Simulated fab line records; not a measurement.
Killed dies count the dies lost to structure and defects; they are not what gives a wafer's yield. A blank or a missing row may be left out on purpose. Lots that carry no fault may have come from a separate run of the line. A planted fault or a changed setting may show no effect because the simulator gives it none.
One fault through the eyes of 2 desks | flow gf180mcu | numbers are kept per desk, each desk with only its own; the story behind them comes last

## FROM THE METROLOGY DESK
What the gauges read, lot by lot, whatever tool the lot ran on: means of the sampled wafers that have a number. A lot is out of limits, marked OUT, if its mean lies more than 4 standard deviations from the usual mean; the brackets give that distance.
Columns: A = VT_IMPLANT_02_OVL at GF_VT_IMPLANT_OVL_MEAS_29, usual -1.1 nm; B = POLY_GATE_CVD_00_THK at GF_POLY_GATE_THK_MEAS_01, usual 200.1 nm; C = cd_nm at GF_POLY_GATE_CD_MEAS_10, usual 280.4 nm
lot  | first seen here | A    | B               | C
L664 | day 6 19:33     | -3.0 | 201.8           | 279.6
L665 | day 7 02:41     | -3.3 | 200.2           | 281.1
L666 | day 7 08:11     | 1.2  | 199.0           | 280.5
L667 | day 7 13:08     | -2.3 | 198.4           | 280.2
L668 | day 7 20:25     | 0.3  | 200.6           | 281.2
L678 | day 10 18:38    | -0.8 | 115.5 (-42) OUT | 277.8
L679 | day 11 06:38    | -1.2 | 114.9 (-43) OUT | 283.3
L681 | day 11 13:33    | 0.7  | 200.8           | 277.9
L686 | day 12 22:05    | -0.7 | 201.3           | 281.6
L685 | day 12 23:30    | -1.7 | 200.6           | 279.9
L687 | day 13 11:33    | -4.6 | 199.4           | 282.9
This desk's result: L678, L679 out of limits, first on L678 (POLY_GATE_CVD_00_THK at GF_POLY_GATE_THK_MEAS_01), day 12 12:59. In limits: L664, L665, L666, L667, L668, L681, L686, L685, L687.

## FOR THE TOOL OWNER'S DESK: lpcvd-01
The tool's own readings at GF_POLY_GATE_CVD_00 (deposits poly-Si, target thk 200 nm, time 1200 s): means of the sampled wafers that have a number, for each lot that ran on this tool. A lot is out of limits, marked OUT, if its mean lies more than 4 standard deviations from the usual mean; the brackets give that distance.
Columns: A = spike_tc_bottom_C at GF_POLY_GATE_CVD_00, usual 640.9 C; B = spike_tc_centre_C at GF_POLY_GATE_CVD_00, usual 621.3 C; C = spike_tc_lower_C at GF_POLY_GATE_CVD_00, usual 619.7 C; D = spike_tc_top_C at GF_POLY_GATE_CVD_00, usual 636.7 C; E = spike_tc_upper_C at GF_POLY_GATE_CVD_00, usual 619.9 C; F = susceptor_temp_C at GF_POLY_GATE_CVD_00, usual 620.02 C
lot  | first seen here | A               | B               | C               | D               | E               | F
L664 | day 8 09:04     | 638.1           | 622.5           | 618.2           | 634.7           | 619.8           | 619.60
L666 | day 8 22:57     | 639.5           | 622.3           | 619.2           | 634.9           | 619.3           | 620.28
L667 | day 9 04:54     | 638.3           | 620.4           | 619.4           | 635.7           | 619.5           | 619.90
L678 | day 12 11:39    | 618.9 (-13) OUT | 597.6 (-24) OUT | 597.1 (-21) OUT | 617.7 (-11) OUT | 598.2 (-18) OUT | 597.77 (-79) OUT
L679 | day 13 02:47    | 617.3 (-14) OUT | 599.0 (-23) OUT | 597.3 (-20) OUT | 612.7 (-14) OUT | 596.8 (-19) OUT | 596.95 (-82) OUT
This desk's finding: out of limits on L678, L679; first on L678, day 12 11:39 (spike_tc_bottom_C at GF_POLY_GATE_CVD_00). In limits: L664, L666, L667.

## ALL TOGETHER
On L678, L679, at day 12 11:39, an alarm was possible from the tool owner's desk.
Metrology desk: alarm possible at day 12 12:59 on L678, L679.
On lpcvd-01, each named lot ran GF_POLY_GATE_CVD_00.

## WHAT THE SIMULATOR HAD INSERTED
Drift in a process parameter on lpcvd-01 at GF_POLY_GATE_CVD_00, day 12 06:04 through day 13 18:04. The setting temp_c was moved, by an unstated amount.
Struck lots among those shown: L678, L679.
Counting hours from when the fault started, the first reading out of limits came at 6 for the tool owner's desk and at 7 for the metrology desk.
